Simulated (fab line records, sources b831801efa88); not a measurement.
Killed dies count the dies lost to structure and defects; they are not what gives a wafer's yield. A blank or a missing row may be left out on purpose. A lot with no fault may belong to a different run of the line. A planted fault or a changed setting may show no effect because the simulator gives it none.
One fault seen from 2 desks + flow gf180mcu + only its own numbers are on each desk; what lay behind them is given at the end

THE TOOL OWNER'S DESK: implanter-03
For each lot that ran on this tool, the mean over its sampled wafers that have a number, from the tool's own readings at GF_MVPSD_IMPLANT_08. A lot is out of limits, marked OUT, if its mean lies more than 4 standard deviations from the usual mean; the brackets give that distance.
Columns: A = tilt deg at GF_MVPSD_IMPLANT_08, usual 0.001 degrees
| lot  | first seen here | A                       |
|------|-----------------|-------------------------|
| L652 | day 5 00:22     | 0.033                   |
| L658 | day 6 11:10     | 0.017                   |
| L659 | day 6 17:17     | 0.021                   |
| L667 | day 8 13:05     | 3.669 (+99 or more) OUT |
| L668 | day 8 20:01     | 3.655 (+99 or more) OUT |
This desk finds L667, L668 out of limits, L667 being first, at day 8 13:05 (tilt deg at GF_MVPSD_IMPLANT_08). L652, L658, L659 stayed within limits.

THE METROLOGY DESK
What the gauges read, lot by lot, whatever tool the lot ran on: means of the sampled wafers that have a number. A lot is out of limits, marked OUT, if its mean lies more than 4 standard deviations from the usual mean; the brackets give that distance.
Columns: A = STI_OXIDATION_01_THK at GF_STI_THK_MEAS_22, usual 14.94 nm; B = MVPSD_TW at GF_MVPSD_TW_MEAS_11, usual 554; C = MVPSD_RS at GF_VT_IMPLANT_RS_MEAS_49, usual 1170.3 ohm/sq; D = POLY_GATE_OXIDATION_THK at GF_POLY_GATE_THK_MEAS_17, usual 4.00 nm
| lot  | first seen here | A     | B             | C                | D    |
|------|-----------------|-------|---------------|------------------|------|
| L652 | day 2 04:49     | 14.93 | 556           | 1174.9           | 3.92 |
| L653 | day 2 08:26     | 14.46 | 559           | 1171.3           | 4.01 |
| L655 | day 2 18:54     | 15.00 | 558           | 1167.7           | 3.85 |
| L657 | day 3 06:49     | 15.12 | 550           | 1172.3           | 3.98 |
| L658 | day 3 09:39     | 14.95 | 559           | 1167.7           | 4.06 |
| L659 | day 3 16:16     | 14.89 | 546           | 1175.0           | 4.06 |
| L667 | day 5 07:59     | 14.73 | 609 (+12) OUT | 1331.0 (+55) OUT | -    |
| L668 | day 5 13:21     | 15.10 | 603 (+10) OUT | 1330.6 (+55) OUT | -    |
| L669 | day 5 21:02     | 14.93 | 549           | 1172.5           | 4.02 |
| L670 | day 6 02:25     | 14.75 | 551           | 1170.5           | 4.16 |
| L671 | day 6 06:10     | 14.71 | 549           | 1168.9           | 3.90 |
| L673 | day 7 00:08     | 15.13 | 561           | 1165.6           | 3.95 |
| L675 | day 7 07:10     | 14.80 | 559           | 1171.9           | 3.85 |
Finding of this desk: L667, L668 out of limits, first seen on L667 at day 8 13:29 (MVPSD_TW at GF_MVPSD_TW_MEAS_11). L652, L653, L655, L657, L658, L659, L669, L670, L671, L673, L675 stayed within limits.

BROUGHT TOGETHER
An alarm could have come from the tool owner's desk at day 8 13:05, on L667, L668.
On L667, L668, the metrology desk was in a position to raise an alarm at day 8 13:29.
Of the lots named, all ran GF_MVPSD_IMPLANT_08 on implanter-03.

WHAT THE SIMULATOR HAD INSERTED
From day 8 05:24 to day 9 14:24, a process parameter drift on implanter-03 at GF_MVPSD_IMPLANT_08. The setting tilt deg was moved by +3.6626, starting from 0. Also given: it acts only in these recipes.
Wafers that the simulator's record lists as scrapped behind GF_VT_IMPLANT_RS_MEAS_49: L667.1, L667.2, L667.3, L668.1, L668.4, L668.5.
Struck lots among those shown: L667, L668.
Hours from the fault's start to each desk's first reading out of limits: the tool owner's desk, 8; the metrology desk, 8.
